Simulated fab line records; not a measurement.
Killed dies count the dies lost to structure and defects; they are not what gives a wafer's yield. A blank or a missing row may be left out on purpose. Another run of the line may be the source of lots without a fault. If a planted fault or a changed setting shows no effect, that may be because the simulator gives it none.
Which of the tools did it? | flow sky130 | 30 wafers from 10 lots sampled at 7 of the route's 708 steps

== WHAT THE GAUGES SHOWED, per wafer ==
SKY_VIA1_BOW_MEAS_03.
lot  | measured     | on           | VIA1_BOW (um)
L232 | day 33 00:29 | filmMetro-04 | 66 80 89
L234 | day 34 04:10 | filmMetro-04 | 95 94 90
L235 | day 34 10:08 | filmMetro-01 | 82 83 87
L237 | day 34 19:28 | filmMetro-03 | 85 88 74
L238 | day 35 06:04 | filmMetro-01 | 72 80 77
L239 | day 35 08:49 | filmMetro-04 | 79 84 94
L241 | day 36 05:40 | filmMetro-03 | 87 82 75
L240 | day 36 06:13 | filmMetro-01 | 82 73 75
L249 | day 38 12:11 | filmMetro-04 | 87 81 77
L250 | day 38 14:58 | filmMetro-03 | 67 79 79

SKY_VIA1_RS_MEAS_22: uses a four-point probe to measure.
lot  | measured     | on           | VIA1_W_RS (ohm/sq)
L232 | day 34 04:35 | filmMetro-01 | 0.425 0.426 0.425
L234 | day 35 08:04 | filmMetro-01 | 0.426 0.425 0.432
L235 | day 35 14:51 | filmMetro-04 | 0.427 0.421 0.426
L237 | day 35 22:49 | filmMetro-03 | 0.424 0.430 0.426
L238 | day 36 09:25 | filmMetro-01 | 0.426 0.429 0.426
L239 | day 36 12:47 | filmMetro-01 | 0.430 0.425 0.430
L241 | day 37 09:26 | filmMetro-01 | 0.422 0.420 0.423
L240 | day 37 09:47 | filmMetro-04 | 0.428 0.429 0.431
L249 | day 39 14:52 | filmMetro-01 | 0.423 0.360 0.419
L250 | day 39 17:19 | filmMetro-01 | 0.429 0.362 0.428

SKY_VIA1_THK_MEAS_23: measures by xrf.
lot  | measured     | on           | VIA1_W_THK (nm)
L232 | day 34 04:42 | filmMetro-01 | 268 263 266
L234 | day 35 08:11 | filmMetro-01 | 265 263 259
L235 | day 35 14:58 | filmMetro-04 | 265 269 267
L237 | day 35 22:55 | filmMetro-03 | 268 265 269
L238 | day 36 09:32 | filmMetro-01 | 264 262 265
L239 | day 36 12:54 | filmMetro-01 | 263 264 263
L241 | day 37 09:33 | filmMetro-01 | 265 270 267
L240 | day 37 09:53 | filmMetro-04 | 264 262 260
L249 | day 39 14:59 | filmMetro-01 | 265 310 266
L250 | day 39 17:25 | filmMetro-01 | 260 304 262

SKY_METAL2_THK_MEAS_06: measures by xrf.
lot  | measured     | on           | METAL2_ALCU_THK (nm)
L232 | day 34 05:19 | filmMetro-02 | 254.0 252.9 255.8
L234 | day 35 08:49 | filmMetro-03 | 252.8 252.1 255.2
L235 | day 35 15:35 | filmMetro-04 | 258.1 254.8 257.0
L237 | day 35 23:32 | filmMetro-02 | 254.8 256.4 256.5
L238 | day 36 10:10 | filmMetro-02 | 254.4 257.7 254.4
L239 | day 36 13:31 | filmMetro-03 | 249.7 249.5 250.2
L241 | day 37 10:10 | filmMetro-02 | 258.3 258.8 257.2
L240 | day 37 10:30 | filmMetro-04 | 259.2 259.4 259.7
L249 | day 39 15:36 | filmMetro-02 | 258.7 260.5 262.6
L250 | day 39 18:07 | filmMetro-03 | 252.3 254.5 254.1

== EACH LOT AND THE TOOL THAT RAN IT (in order: tool; ch and the chambers of the sampled wafers; start) ==
lot  | SKY_METAL1_ETCH_18               | SKY_VIA1_CVD_21              | SKY_VIA1_CMP_24
L232 | rieMetal-01 ch 0,1, day 32 23:15 | cvdW-02 ch 0,1, day 34 04:29 | cmp-01 ch 2,3, day 34 04:45
L234 | rieMetal-01 ch 0,1, day 34 02:55 | cvdW-02 ch 0,1, day 35 07:59 | cmp-02 ch 0,1,2, day 35 08:21
L235 | rieMetal-01 ch 0,1, day 34 08:55 | cvdW-02 ch 0, day 35 14:40   | cmp-01 ch 0,2, day 35 15:02
L237 | rieMetal-04 ch 0,1, day 34 18:13 | cvdW-01 ch 0,1, day 35 22:43 | cmp-01 ch 0,1,2, day 35 23:01
L238 | rieMetal-04 ch 0,1, day 35 04:52 | cvdW-02 ch 0,1, day 36 09:20 | cmp-01 ch 0,3, day 36 09:39
L239 | rieMetal-03 ch 0,1, day 35 07:36 | cvdW-02 ch 1, day 36 12:41   | cmp-01 ch 1,2,3, day 36 12:58
L241 | rieMetal-03 ch 0,1, day 36 04:27 | cvdW-02 ch 0,1, day 37 09:20 | cmp-02 ch 2,3, day 37 09:37
L240 | rieMetal-01 ch 0,1, day 36 04:58 | cvdW-01 ch 1, day 37 09:40   | cmp-01 ch 1,2, day 37 09:59
L249 | rieMetal-04 ch 0,1, day 38 10:57 | cvdW-02 ch 0,1, day 39 14:45 | cmp-02 ch 0,1, day 39 15:02
L250 | rieMetal-04 ch 0,1, day 38 13:34 | cvdW-02 ch 0,1, day 39 17:13 | cmp-01 ch 1,2, day 39 17:33
- SKY_METAL1_ETCH_18: etches BARC in N2/H2, stops on SiO2, time 45.9 s, target depth 60 nm.
- SKY_VIA1_CVD_21: deposits W, target thk 270 nm, time 80.902 s.
- SKY_VIA1_CMP_24: polishes, stops on SiO2, t overpolish 15 s, target thk 0 nm.

== WHAT THE TOOLS THEMSELVES READ (means of the sampled wafers that have a number; where no wafer has one, the mark that the record gives instead) ==
SKY_METAL1_ETCH_18.
lot  | tool        | biasW (W) | drypumpMotorCurrentA (A) | oesProductAu (a.u.) | throttleValvePct (%)
L232 | rieMetal-01 | 100.1     | 5.7                      | 0.852               | 13.217
L234 | rieMetal-01 | 100.3     | 6.1                      | 0.852               | 13.218
L235 | rieMetal-01 | 99.9      | 5.7                      | 0.853               | 13.227
L237 | rieMetal-04 | 100.0     | 6.0                      | 0.850               | 13.231
L238 | rieMetal-04 | 99.8      | 6.2                      | 0.862               | 13.228
L239 | rieMetal-03 | 99.7      | 5.6                      | 0.853               | 13.227
L241 | rieMetal-03 | 99.8      | 5.6                      | 0.858               | 13.223
L240 | rieMetal-01 | 100.1     | 6.1                      | 0.853               | 13.217
L249 | rieMetal-04 | 99.8      | 6.2                      | 0.854               | 13.232
L250 | rieMetal-04 | 100.1     | 6.0                      | 0.852               | 13.224

SKY_VIA1_CVD_21.
lot  | tool    | chamberPressureTorr (Torr) | heaterPowerW (W)
L232 | cvdW-02 | 40.05                      | 908
L234 | cvdW-02 | 40.08                      | 903
L235 | cvdW-02 | 39.92                      | 900
L237 | cvdW-01 | 39.93                      | 868
L238 | cvdW-02 | 39.94                      | 906
L239 | cvdW-02 | 39.95                      | 900
L241 | cvdW-02 | 40.03                      | 899
L240 | cvdW-01 | 39.98                      | 859
L249 | cvdW-02 | 45.15                      | 862
L250 | cvdW-02 | 44.99                      | 853

SKY_VIA1_CMP_24.
lot  | tool   | motorCurrentA (A) | platenRpm (rpm) | timeToEndpointS (s)
L232 | cmp-01 | 11.0              | 60.01           | 68
L234 | cmp-02 | 11.3              | 60.01           | 66
L235 | cmp-01 | 11.1              | 59.99           | 65
L237 | cmp-01 | 11.5              | 60.06           | 67
L238 | cmp-01 | 11.1              | 60.01           | 64
L239 | cmp-01 | 11.4              | 60.01           | 61
L241 | cmp-02 | 11.4              | 60.01           | 68
L240 | cmp-01 | 11.1              | 60.01           | 63
L249 | cmp-02 | 11.2              | 59.96           | 71
L250 | cmp-01 | 11.2              | 60.01           | 66

== THE ANSWER, worked out from the rows above alone ==
Rule: the lots themselves supply what counts as usual. Put in order of their means at a reading, lots are off if they are a third of the lots or fewer, leave a main group of 4 or more, and stand apart from it by a gap of 3 or more times the standard deviation of the main group's means; of several such gaps the widest counts. If all means in a main group match to the digits the tables above print for the reading, that group is not used. A lot without any number at a reading at which 4 lots or more have one is off too. Where the step has rows for the other lots, those lots are counted as sound. The gauges are gone through in route order, then the tools' own readings, and for those a lot's mean is taken as printed above. At the first step where some lot is off, the reading lying furthest off is the one used; lots without a number count as furthest.
Off: L249, L250, seen at SKY_VIA1_RS_MEAS_22 (VIA1_W_RS). The main group: mean 0.426 ohm/sq, standard deviation 0.0023.
If a tool, at a process step before that reading, ran all the lots that are off and no sound lot after the first of them, it fits. Not tried: the gauges at SKY_VIA1_RS_MEAS_22; whatever is off there is also off at SKY_VIA1_CVD_21, on other tools, and gauge error can't account for it. Undecided on this evidence; 2 tools fit (rieMetal-04 at SKY_METAL1_ETCH_18, cvdW-02 at SKY_VIA1_CVD_21).

== WHAT WAS PUT IN BY THE SIMULATOR ==
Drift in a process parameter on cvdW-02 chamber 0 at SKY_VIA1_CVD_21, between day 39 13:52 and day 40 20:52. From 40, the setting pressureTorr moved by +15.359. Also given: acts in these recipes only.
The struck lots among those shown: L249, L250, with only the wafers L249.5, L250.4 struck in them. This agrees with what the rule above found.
